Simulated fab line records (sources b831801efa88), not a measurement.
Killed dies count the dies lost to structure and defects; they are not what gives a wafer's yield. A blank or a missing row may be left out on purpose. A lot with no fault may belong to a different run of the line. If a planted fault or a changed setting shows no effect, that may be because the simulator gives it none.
The tool behind it: which one? ; flow gf180mcu ; 24 lots with 72 wafers sampled at 5 steps, on a route of 602 steps

WHAT THE GAUGES SHOWED, per wafer
GF_CONTACT_RS_MEAS_25: measurement is done with a four-point probe. Usual: for CONTACT_W_RS the level is 0.382 ohm/sq and the standard deviation is 0.006.
lot;measured;on;CONTACT_W_RS (ohm/sq);flag
L074;day 16 13:19;film_metro-02;0.380 0.383 0.382;
L075;day 16 19:35;film_metro-03;0.380 0.378 0.376;
L076;day 17 00:49;film_metro-02;0.385 0.385 0.381;
L077;day 17 20:50;film_metro-01;0.384 0.385 0.383;
L078;day 18 06:50;film_metro-03;0.383 0.381 0.382;
L079;day 18 18:04;film_metro-03;0.379 0.374 0.374;
L080;day 19 02:52;film_metro-01;0.386 0.388 0.391;
L082;day 19 15:07;film_metro-03;0.389 0.392 0.393;
L081;day 19 15:37;film_metro-01;0.379 0.378 0.372;
L083;day 19 22:06;film_metro-02;0.386 0.383 0.383;
L084;day 20 15:37;film_metro-02;0.386 0.386 0.394;
L085;day 20 18:52;film_metro-02;0.375 0.380 0.376;
L086;day 21 05:01;film_metro-01;0.384 0.382 0.387;
L087;day 21 12:38;film_metro-01;0.383 0.380 0.378;
L088;day 21 22:40;film_metro-02;0.391 0.388 0.391;
L089;day 22 05:10;film_metro-03;0.385 0.387 0.385;
L090;day 22 11:13;film_metro-02;0.378 0.373 0.372;
L091;day 22 22:20;film_metro-03;0.382 0.383 0.384;
L092;day 23 06:32;film_metro-01;0.367 0.377 0.372;
L093;day 23 13:49;film_metro-02;0.376 0.374 0.376;
L094;day 23 21:50;film_metro-03;0.379 0.381 0.375;
L095;day 24 04:10;film_metro-01;0.387 0.390 0.384;
L096;day 25 02:19;film_metro-01;0.392 0.389 0.388;
L097;day 25 03:06;film_metro-01;0.376 0.383 0.384;

GF_V1_THK_MEAS_25: measures by xrf. Usual: for V1_W_THK the level is 362 nm and the standard deviation is 4.8.
lot;measured;on;V1_W_THK (nm);flag
L074;day 18 14:56;film_metro-04;369 378 363;
L075;day 18 21:53;film_metro-03;358 359 357;
L076;day 19 03:16;film_metro-02;366 361 360;
L077;day 19 23:21;film_metro-02;357 363 357;
L078;day 20 10:14;film_metro-03;369 361 361;
L079;day 20 22:07;film_metro-02;353 357 364;
L080;day 21 06:58;film_metro-04;371 365 364;
L082;day 21 19:49;film_metro-03;361 354 353;
L081;day 21 19:38;film_metro-02;356 358 355;
L083;day 22 01:34;film_metro-04;371 362 361;
L084;day 22 18:17;film_metro-04;367 362 369;
L085;day 22 22:56;film_metro-03;353 365 349;
L086;day 23 07:48;film_metro-04;367 364 362;
L087;day 23 14:50;film_metro-02;366 355 362;
L088;day 24 00:17;film_metro-03;361 364 361;
L089;day 24 06:32;film_metro-03;360 357 362;
L090;day 25 01:45;film_metro-03;360 363 365;
L091;day 25 02:40;film_metro-02;360 359 360;
L092;day 25 06:11;film_metro-02;363 357 366;
L093;day 25 11:32;film_metro-02;366 365 367;
L094;day 25 23:23;film_metro-04;361 364 364;
L095;day 26 04:49;film_metro-02;356 357 356;
L096;day 27 00:04;film_metro-04;361 363 362;
L097;day 27 01:40;film_metro-03;364 364 367;

GF_V2_THK_MEAS_03. Usual: for V2_CVD_02_THK the level is 848 nm and the standard deviation is 11.
lot;measured;on;V2_CVD_02_THK (nm);flag
L074;day 19 16:49;film_metro-01;845 859 862;
L075;day 19 22:49;film_metro-01;839 847 858;
L076;day 20 05:10;film_metro-03;834 843 849;
L077;day 21 00:59;film_metro-03;843 858 875;
L078;day 21 12:22;film_metro-02;829 844 841;
L079;day 21 23:38;film_metro-03;835 839 859;
L080;day 22 08:05;film_metro-02;836 850 857;
L082;day 22 20:33;film_metro-02;842 844 838;
L081;day 22 20:19;film_metro-01;842 840 846;
L083;day 23 03:02;film_metro-03;843 872 862;
L084;day 24 02:50;film_metro-02;840 834 852;
L085;day 24 02:59;film_metro-01;837 830 862;
L086;day 24 07:02;film_metro-01;829 848 845;
L087;day 24 12:34;film_metro-02;837 823 851;
L088;day 24 23:17;film_metro-02;860 861 864;
L089;day 25 06:58;film_metro-03;854 857 848;
L090;day 26 00:47;film_metro-03;835 874 863;
L091;day 26 01:43;film_metro-01;853 831 846;
L092;day 26 05:01;film_metro-01;846 852 860;
L093;day 26 09:38;film_metro-01;846 860 869;
L094;day 26 21:52;film_metro-02;841 871 846;
L095;day 27 03:25;film_metro-03;848 833 855;
L096;day 27 22:23;film_metro-02;844 838 841;
L097;day 27 23:34;film_metro-02;841 840 834;

GF_V3_THK_MEAS_03. Usual: for V3_CVD_02_THK the level is 847 nm and the standard deviation is 10.
lot;measured;on;V3_CVD_02_THK (nm);flag
L074;day 21 20:10;film_metro-03;831 853 854;
L075;day 22 02:04;film_metro-03;837 864 858;
L076;day 22 08:51;film_metro-02;842 842 858;
L077;day 23 03:16;film_metro-03;832 825 852;
L078;day 24 02:42;film_metro-04;849 851 852;
L079;day 24 03:07;film_metro-02;848 826 850;
L080;day 24 07:32;film_metro-04;842 854 852;
L082;day 24 20:57;film_metro-04;845 855 862;
L081;day 24 20:16;film_metro-04;845 851 854;
L083;day 25 01:20;film_metro-03;830 844 848;
L084;day 26 02:26;film_metro-03;843 831 847;
L085;day 26 02:52;film_metro-03;844 844 861;
L086;day 26 05:58;film_metro-04;835 832 841;
L087;day 26 10:37;film_metro-03;843 847 859;
L088;day 26 22:28;film_metro-02;852 850 856;
L089;day 27 04:51;film_metro-02;843 863 851;
L090;day 27 21:22;film_metro-02;824 840 861;
L091;day 27 22:51;film_metro-02;839 827 845;
L092;day 28 01:34;film_metro-04;844 828 849;
L093;day 28 06:20;film_metro-03;828 869 861;
L094;day 28 17:00;film_metro-03;847 866 851;
L095;day 28 22:50;film_metro-02;845 841 866;
L096;day 29 16:14;film_metro-03;833 841 838;
L097;day 29 19:01;film_metro-03;845 842 862;

GF_M4_THK_MEAS_06: measures by xrf. Usual: for M4_ALCU_THK the level is 446 nm and the standard deviation is 5.1.
lot;measured;on;M4_ALCU_THK (nm);flag
L074;day 22 21:29;film_metro-01;447 449 447;
L075;day 23 04:22;film_metro-04;448 448 448;
L076;day 23 10:51;film_metro-04;444 448 444;
L077;day 24 04:45;film_metro-04;436 434 434;
L078;day 25 03:22;film_metro-04;438 443 437;
L079;day 25 05:28;film_metro-03;451 444 453;
L080;day 25 08:34;film_metro-04;447 441 442;
L082;day 25 23:20;film_metro-03;450 453 454;
L081;day 25 20:00;film_metro-01;447 442 444;
L083;day 26 01:14;film_metro-03;448 440 445;
L084;day 27 01:39;film_metro-04;443 446 448;
L085;day 27 02:01;film_metro-03;455 448 453;
L086;day 27 08:11;film_metro-04;445 450 452;
L087;day 27 10:30;film_metro-04;445 449 448;
L088;day 27 21:11;film_metro-03;448 446 451;
L089;day 28 03:44;film_metro-04;445 437 436;
L090;day 28 19:38;film_metro-03;445 444 444;
L091;day 28 21:34;film_metro-04;452 453 455;
L092;day 29 00:05;film_metro-01;438 445 439;
L093;day 29 04:41;film_metro-04;440 439 434;
L094;day 29 15:11;film_metro-01;446 449 449;
L095;day 29 20:21;film_metro-01;440 436 440;
L096;day 30 13:50;film_metro-01;450 448 447;
L097;day 30 15:56;film_metro-01;450 449 450;

TOOL THAT RAN EACH LOT (tool first, then ch and the chambers of the sampled wafers, then the start)
Before these readings, the record contains no process step.

AS READ BY THE TOOLS THEMSELVES (means over the sampled wafers that have a number; for cases with no such wafer, the mark the record gives instead)
The record holds no such reading with a usual standard deviation.

THE ANSWER, worked out from the rows above alone
Rule: take the mean of a lot's wafers that have a number; if it is more than 3 standard deviations from the usual mean, the lot is off. Also off: a lot with no number at a reading for which 4 or more lots have one. The other lots that the step has rows for count as sound. After the gauges, taken in route order, come the tools' own readings; for these a lot's mean is taken, as printed above. At the first step where some lot is off, the reading lying furthest off is the one used; lots without a number count as furthest.
No lot is off on any of the readings shown, so nothing can be concluded from this.

WHAT THE SIMULATOR HAD PUT IN
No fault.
